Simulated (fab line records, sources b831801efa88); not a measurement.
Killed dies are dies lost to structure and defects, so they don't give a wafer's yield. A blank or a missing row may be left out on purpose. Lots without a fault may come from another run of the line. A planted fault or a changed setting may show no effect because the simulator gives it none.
A struck lot beside a sound one | flow sky130 | 17 steps out of a route of 708
Sound: wafers L247.3, L247.4, L247.6. Struck: wafers L263.5, L263.6. (L263.3 of the same lot was not struck and is left out.) The cause comes at the end.
At each step with rows: each side's tool, then ch and its chambers, then its first start. Under that, the readings that differ: sound wafers | struck wafers | difference of the means | sigmas: that difference in standard deviations of wafers without a fault.
alike: readings whose means differ by less than 2 such deviations, and words and numbers that are the same on both sides. not compared: withheld readings, readings that some wafer has no value for, bounds like >300 that may hide the same value, and numbers for which the record gives no deviation and whose values overlap.
The two part at a step that has a row with sigmas, a row that says differs or no value, or rows on one side only. Numbers that don't overlap but have no deviation are shown without sigmas and don't part them. A reading that every wafer of one side lacks parts them only if that side has two wafers or more.

SKY_VT_ADJUST_LVTN_OVL_MEAS_07:
  sound on overlay-02, day 8 07:49; struck on overlay-02, day 13 01:49
  reading                 | sound          | struck   | difference | sigmas
  VT_ADJUST_LVTN_OVL (nm) | -3.8 -5.1 -3.6 | -0.2 2.5 | +5.3       | +4
then, 1 step without rows for these wafers: SKY_VT_ADJUST_LVTN_IMPLANT_08.
SKY_VT_ADJUST_LVTN_STRIP_09: strips in O2/N2.
  sound on plasma_asher-02 ch 0,1, day 8 08:02; struck on plasma_asher-04 ch 0,1, day 13 02:02
  alike: drypump_motor_current_A, oes_product_au, strip_time_to_endpoint_s
  not compared: rf_hours_counter_h
SKY_VT_ADJUST_LVTN_TW_MEAS_10:
  sound on film_metro-03, day 8 08:07; struck on film_metro-03, day 13 02:07
  alike: VT_ADJUST_LVTN_TW
then, 7 steps without rows for these wafers: SKY_VT_ADJUST_LVTN_DEHYDRATE_11 (time 60 s); SKY_VT_ADJUST_LVTN_HMDS_12 (prime time 60 s); SKY_VT_ADJUST_LVTN_COAT_13 (resist thk 1140 nm); SKY_VT_ADJUST_LVTN_SOFTBAKE_14 (time 60 s); SKY_VT_ADJUST_LVTN_EXPOSE_15 (exposes mask HVN STD DERIVED, target cd 600 nm); SKY_VT_ADJUST_LVTN_PEB_16; SKY_VT_ADJUST_LVTN_DEVELOP_17 (develop time 60 s).
SKY_VT_ADJUST_LVTN_OVL_MEAS_18:
  sound on overlay-01, day 9 05:31; struck on overlay-02, day 14 03:24
  alike: VT_ADJUST_LVTN_01_OVL
SKY_VT_ADJUST_LVTN_IMPLANT_19:
  sound on implanter-03 ch 0, day 9 05:36; struck on implanter-03 ch 0, day 14 03:29
  alike: dose_ions_cm2
SKY_VT_ADJUST_LVTN_STRIP_20: strips in O2/N2.
  sound on plasma_asher-02 ch 0,1, day 9 05:44; struck on plasma_asher-02 ch 0,1, day 14 03:37
  alike: drypump_motor_current_A, oes_product_au, strip_time_to_endpoint_s
  not compared: rf_hours_counter_h
SKY_VT_ADJUST_LVTN_TW_MEAS_21:
  sound on film_metro-02, day 9 05:49; struck on film_metro-04, day 14 03:42
  reading             | sound             | struck      | difference | sigmas
  VT_ADJUST_LVTN_2_TW | 189.0 189.1 188.9 | 176.6 177.2 | -12.1      | -7
then, 1 step without rows for these wafers: SKY_VT_ADJUST_NCORE_DEHYDRATE_00 (time 60 s).
-- the record jumps here: 37 days lie between the struck wafers' starts before and after (it left off in module VT_ADJUST_NCORE and takes up again in module PAD_OPEN, whose first step shown is number 708 of the route) --
SKY_PAD_OPEN_PROBE_99:
  sound on prober-01, day 47 17:49; struck on prober-02, day 51 04:14
  reading                                    | sound                    | struck          | difference | sigmas
  killed_short                               | 39 55 42                 | 40 24           | -13        | -2
  model.etest.res_pwell_under_gate.rs_ohm_sq | 2279 2283 2277           | 2332 2306       | +39        |
  model.etest.nfet_g5v0d10v5.body_rise_v (V) | 0.6717 0.6703 0.6728     | 0.6557 0.6463   | -0.0206    |
  model.etest.nfet_16v.body_rise_v (V)       | 0.6642 0.6617 0.6631     | 0.6493 0.6394   | -0.0187    |
  model.etest.nfet_g5v0d10v5.vt_sat_v (V)    | 0.7664 0.7531 0.7766     | 0.7471 0.7307   | -0.0265    |
  model.etest.nfet_g5v0d10v5.vt_v (V)        | 0.8183 0.8079 0.831      | 0.8038 0.786    | -0.0242    |
  model.etest.nfet_g5v0d10v5.vt_v_range      | 0.008394 0.01105 0.01434 | 0.02331 0.02437 | +0.01258   |
  alike: killed_at_M0_to_M3, killed_at_M4_up, killed_at_contacts, killed_at_front_end, killed_at_other, killed_dies, killed_open
  not compared: model.etest.tip_n_5v.rs_ohm_sq_range

WHERE THEY PART
First at SKY_VT_ADJUST_LVTN_OVL_MEAS_07; last, within this record, at SKY_PAD_OPEN_PROBE_99.

WHY: what the simulator had put in
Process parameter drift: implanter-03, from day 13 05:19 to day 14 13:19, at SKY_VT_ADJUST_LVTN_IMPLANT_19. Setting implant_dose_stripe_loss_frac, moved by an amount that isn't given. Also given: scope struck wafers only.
